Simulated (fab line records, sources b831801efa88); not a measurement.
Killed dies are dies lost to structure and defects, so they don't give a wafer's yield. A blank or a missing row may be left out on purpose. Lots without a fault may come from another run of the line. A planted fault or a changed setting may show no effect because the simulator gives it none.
Chamber matching | flow sky130 | SKY_VIA1_CMP_02 on cmp-01: 4 sister chambers
The step polishes SiO2. 8 wafers are shown with their chamber, then 9 later ones without.

WAFERS WITH THEIR CHAMBER
wafer  | chamber | motor_current_A (A)
L762.6 | 1       | 14.1
L772.1 | 0       | 13.5
L772.4 | 1       | 13.1
L773.3 | 2       | 12.7
L773.4 | 3       | 13.3
L773.6 | 2       | 13.6
L777.5 | 0       | 12.8
L777.6 | 3       | 12.8

WAFERS WITHOUT THEIR CHAMBER
wafer  | motor_current_A (A)
L779.1 | 12.6
L779.3 | 13.5
L779.6 | 12.1
L780.1 | 14.5
L780.3 | 14.0
L780.6 | 14.0
L781.1 | 12.7
L781.4 | 14.2
L781.5 | 13.6

WHICH CHAMBER EACH WENT THROUGH
wafer  | from the rows above               | in truth
L779.1 | can't be placed: 3 or 2 or 0 or 1 | 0
L779.3 | can't be placed: 1 or 0 or 2 or 3 | 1
L779.6 | can't be placed: 3 or 2 or 0 or 1 | 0
L780.1 | can't be placed: 1 or 0 or 2 or 3 | 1
L780.3 | can't be placed: 1 or 0 or 2 or 3 | 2
L780.6 | can't be placed: 1 or 0 or 2 or 3 | 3
L781.1 | can't be placed: 3 or 2 or 0 or 1 | 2
L781.4 | can't be placed: 1 or 0 or 2 or 3 | 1
L781.5 | can't be placed: 1 or 0 or 2 or 3 | 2
Placed correctly: 0 of 9. Can't be placed from these rows: 9 (the true chamber is among the candidates in 9). Placed wrongly: 0.
How it was worked out, from the rows above alone: a wafer's distance from a chamber is the root of the sum, over the readings, of the square of ((its reading less the chamber's mean) divided by the reading's scatter). The wafer belongs to the nearest chamber; if the next one is less than 2 further off, it can't be placed. A chamber's mean is the mean of its shown wafers. The scatter: the root of (the sum of the squares of (reading less its chamber's mean) over the shown wafers, divided by (wafers less chambers)).
